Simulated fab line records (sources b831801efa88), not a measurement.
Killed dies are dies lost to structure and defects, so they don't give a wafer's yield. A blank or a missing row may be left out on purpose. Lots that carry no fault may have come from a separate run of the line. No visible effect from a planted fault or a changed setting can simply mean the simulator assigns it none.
Which tool was responsible?    flow sky130    12 lots with 36 wafers sampled at 5 steps, on a route of 708 steps

## WHAT THE GAUGES READ, wafer by wafer
SKY_LDD_N_OVL_MEAS_07. Usual: LDD_N_OVL gives 0.3 nm (standard deviation 1.3).
lot   measured      on          LDD_N_OVL (nm)  flag
L122  day 18 07:22  overlay-02  -1.1 -1.5 -2.2  
L124  day 19 05:09  overlay-01  1.2 1.5 1.7     
L125  day 19 17:06  overlay-02  1.4 0.3 0.5     
L126  day 20 05:46  overlay-01  1.8 2.2 2.7     
L128  day 20 16:29  overlay-02  0.7 -1.3 -1.2   
L129  day 21 05:39  overlay-01  0.3 -0.1 1.4    
L130  day 21 17:43  overlay-02  -1.1 0.2 -0.6   
L134  day 23 05:39  overlay-02  0.8 2.0 0.1     
L135  day 23 12:54  overlay-02  0.4 0.2 -0.1    
L136  day 23 16:16  overlay-01  -2.5 0.2 0.2    
L137  day 24 04:26  overlay-02  -1.7 -2.2 -1.4  
L141  day 25 00:21  overlay-01  1.1 1.5 -0.2    

SKY_LDD_LDN_OVL_MEAS_07. Usual: LDD_LDN_OVL gives -0.1 nm (standard deviation 1.5).
lot   measured      on          LDD_LDN_OVL (nm)  flag
L122  day 23 11:09  overlay-02  -1.1 -0.6 -0.5    
L124  day 24 06:33  overlay-02  2.4 1.4 0.6       
L125  day 24 18:37  overlay-02  -2.6 -2.0 -2.0    
L126  day 25 06:01  overlay-01  1.9 0.6 0.7       
L128  day 25 17:23  overlay-02  -1.5 -0.7 -0.8    
L129  day 26 07:01  overlay-01  2.4 -0.2 0.0      
L130  day 26 17:45  overlay-01  1.2 3.0 1.9       
L134  day 28 04:27  overlay-02  2.6 2.9 2.2       
L135  day 28 10:13  overlay-02  0.9 1.1 -0.1      
L136  day 28 15:04  overlay-02  0.9 -1.2 -0.4     
L137  day 29 00:40  overlay-02  -2.5 -0.7 -1.9    
L141  day 29 20:58  overlay-01  1.3 1.8 -0.6      

SKY_POLY_CUT_OVL_MEAS_09. Usual: POLY_CUT_OVL gives 0 nm (standard deviation 5.8).
lot   measured      on          POLY_CUT_OVL (nm)  flag
L122  day 24 18:58  overlay-01  -2 -5 -1           
L124  day 25 15:04  overlay-02  -5 3 -13           
L125  day 26 02:26  overlay-02  -1 -5 -1           
L126  day 26 13:35  overlay-02  -6 1 -8            
L128  day 27 00:53  overlay-01  -2 1 6             
L129  day 27 14:28  overlay-01  -5 -16 -19         
L130  day 28 00:10  overlay-02  6 -2 -2            
L134  day 29 11:41  overlay-02  -3 1 7             
L135  day 29 16:36  overlay-02  -6 -2 -2           
L136  day 29 21:00  overlay-02  4 -1 1             
L137  day 30 11:40  overlay-01  4 -5 -9            
L141  day 31 03:47  overlay-01  5 12 17            

SKY_LI_CONTACT_THK_MEAS_01. Usual: LI_CONTACT_HDPCVD_THK gives 924 nm (standard deviation 9.7).
lot   measured      on             LI_CONTACT_HDPCVD_THK (nm)  flag
L122  day 28 10:56  film_metro-04  930 932 922                 
L124  day 29 07:59  film_metro-03  934 919 927                 
L125  day 29 16:47  film_metro-02  900 903 914                 
L126  day 30 04:12  film_metro-02  924 936 921                 
L128  day 30 14:52  film_metro-04  924 940 927                 
L129  day 31 03:47  film_metro-02  941 927 929                 
L130  day 31 13:08  film_metro-03  916 931 915                 
L134  day 32 23:46  film_metro-04  922 918 905                 
L135  day 33 04:21  film_metro-03  924 995 1006                OFF
L136  day 33 07:49  film_metro-03  941 993 1005                OFF
L137  day 33 22:14  film_metro-04  913 1002 1008               OFF
L141  day 34 14:14  film_metro-03  920 933 930                 

## EACH LOT AND THE TOOL THAT RAN IT (in order: tool; ch and the chambers of the sampled wafers; start)
lot   SKY_LI_CONTACT_HDPCVD_00
L122  hdpcvd-01 ch 0,2, day 28 10:47
L124  hdpcvd-01 ch 0,1, day 29 07:53
L125  hdpcvd-02 ch 1, day 29 16:37
L126  hdpcvd-02 ch 1,2, day 30 04:06
L128  hdpcvd-01 ch 0,1, day 30 14:46
L129  hdpcvd-01 ch 0,2, day 31 03:40
L130  hdpcvd-02 ch 0,2, day 31 13:02
L134  hdpcvd-01 ch 0,1,2, day 32 23:40
L135  hdpcvd-02 ch 0,2, day 33 04:15
L136  hdpcvd-02 ch 0,1,2, day 33 07:44
L137  hdpcvd-02 ch 1,2, day 33 22:08
L141  hdpcvd-01 ch 0,1, day 34 14:08
- SKY_LI_CONTACT_HDPCVD_00: deposits PSG, target thk 930 nm, time 155 s.

## WHAT THE TOOLS THEMSELVES READ (means of the sampled wafers that have a number; where no wafer has one, the mark that the record gives instead)
SKY_LI_CONTACT_HDPCVD_00. Usual: run_length_s 183.2 s, standard deviation 0.58; sih4_flow_sccm 60.02 sccm, standard deviation 0.19.
lot   tool       run_length_s (s)  sih4_flow_sccm (sccm)  flag
L122  hdpcvd-01  182.9             59.75                  
L124  hdpcvd-01  182.6             60.08                  
L125  hdpcvd-02  183.9             60.14                  
L126  hdpcvd-02  183.5             60.00                  
L128  hdpcvd-01  183.1             60.32                  
L129  hdpcvd-01  183.1             60.08                  
L130  hdpcvd-02  182.9             59.82                  
L134  hdpcvd-01  182.7             59.99                  
L135  hdpcvd-02  191.8             59.97                  OFF
L136  hdpcvd-02  191.7             60.00                  OFF
L137  hdpcvd-02  191.7             60.13                  OFF
L141  hdpcvd-01  182.7             60.04                  

## THE ANSWER, worked out from the rows above alone
Rule: a lot is off if the mean of its wafers that have a number lies more than 3 standard deviations from the usual mean. Also off: a lot with no number at a reading for which 4 or more lots have one. Where the step has rows for the other lots, those lots are counted as sound. Order of review: gauges by route order, followed by the tools' own readings, for which a lot's mean as printed above is used. The first step at which some lot is off is used, and at that step the reading that is off furthest; a lot without a number counts as furthest.
Off: L135, L136, L137, seen at SKY_LI_CONTACT_THK_MEAS_01 (LI_CONTACT_HDPCVD_THK).
A tool fits if, at a process step before that reading, it ran every lot that is off, and no sound lot after the first of them. Not tried: the gauges at SKY_LI_CONTACT_THK_MEAS_01; whatever is off there is also off at SKY_LI_CONTACT_HDPCVD_00, on other tools, and gauge error can't account for it. One fits: SKY_LI_CONTACT_HDPCVD_00 on hdpcvd-02. Its last sound lot is L130 (day 31 13:02), its first lot that is off L135 (day 33 04:15): a fault that began between those two fits.
The tool's own readings at SKY_LI_CONTACT_HDPCVD_00 bear it out: on the lots that are off they differ by more than 5 times the standard deviation of the sound lots' means. run_length_s reads 191.7 s there against 183.0 s on the sound lots.

## WHAT WAS PUT IN BY THE SIMULATOR
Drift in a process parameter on hdpcvd-02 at SKY_LI_CONTACT_HDPCVD_00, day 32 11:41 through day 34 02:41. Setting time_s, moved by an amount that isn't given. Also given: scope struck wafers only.
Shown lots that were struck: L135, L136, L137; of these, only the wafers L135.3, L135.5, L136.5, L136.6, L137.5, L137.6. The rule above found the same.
